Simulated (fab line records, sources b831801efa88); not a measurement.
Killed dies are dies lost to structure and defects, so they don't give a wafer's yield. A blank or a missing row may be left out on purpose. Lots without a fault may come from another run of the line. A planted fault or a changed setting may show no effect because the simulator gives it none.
One fault seen from 2 desks | flow gf180mcu | each desk has only its own numbers; what lay behind them comes last

THE METROLOGY DESK
What the gauges read, lot by lot, whatever tool the lot ran on: means of the sampled wafers that have a number. A lot is out of limits, marked OUT, if its mean lies more than 4 standard deviations from the usual mean; the brackets give that distance.
Columns: A = LVPWELL_OVL at GF_LVPWELL_OVL_MEAS_07, usual -1.4 nm; B = VT_IMPLANT_OVL at GF_VT_IMPLANT_OVL_MEAS_07, usual -0.3 nm; C = V1_CVD_00_THK at GF_V1_THK_MEAS_01, usual 596 nm
lot  | first seen here | A    | B    | C
L426 | day 4 10:19     | -1.5 | 0.5  | 587
L427 | day 4 15:02     | -1.6 | -0.8 | 594
L428 | day 4 19:34     | -2.3 | -0.3 | 594
L429 | day 5 01:41     | -0.7 | 0.8  | 597
L431 | day 5 12:02     | -2.4 | 1.6  | 600
L432 | day 5 16:19     | -1.5 | 0.1  | 600
L433 | day 5 21:37     | -2.6 | -1.4 | 603
L434 | day 6 04:36     | -1.2 | -2.0 | 598
L435 | day 6 09:19     | -1.3 | 0.2  | 594
L444 | day 8 16:05     | -1.3 | 1.5  | 584
L445 | day 9 01:21     | -0.8 | -0.4 | 601
L446 | day 9 01:26     | -1.7 | 0.6  | 596
L447 | day 9 06:01     | -2.7 | 0.7  | 600
This desk's finding: nothing out of limits on any of the 13 lots.

THE TOOL OWNER'S DESK: litho_track-02
The tool's own readings at GF_MVPSD_COAT_02 (resist thk 3000 nm): means of the sampled wafers that have a number, for each lot that ran on this tool. A lot is out of limits, marked OUT, if its mean lies more than 4 standard deviations from the usual mean; the brackets give that distance.
Columns: A = exhaust_pa at GF_MVPSD_COAT_02, usual 45.0 Pa; B = spin_speed_rpm at GF_MVPSD_COAT_02, usual 2000.0 rpm
lot  | first seen here | A    | B
L428 | day 5 16:37     | 45.2 | 2000.5
L431 | day 6 09:39     | 44.9 | 1999.8
L432 | day 6 14:46     | 45.2 | 2001.1
L433 | day 6 19:51     | 45.4 | 2000.8
L434 | day 7 02:27     | 45.6 | 2000.1
L435 | day 7 07:48     | 45.2 | 2001.1
L446 | day 10 03:31    | 46.0 | 1999.1
L447 | day 10 08:49    | 44.6 | 2000.5
This desk's finding: nothing out of limits on any of the 8 lots.

PUT TOGETHER
The metrology desk saw nothing out of limits.
The tool owner's desk saw nothing out of limits.

WHAT THE SIMULATOR HAD PUT IN
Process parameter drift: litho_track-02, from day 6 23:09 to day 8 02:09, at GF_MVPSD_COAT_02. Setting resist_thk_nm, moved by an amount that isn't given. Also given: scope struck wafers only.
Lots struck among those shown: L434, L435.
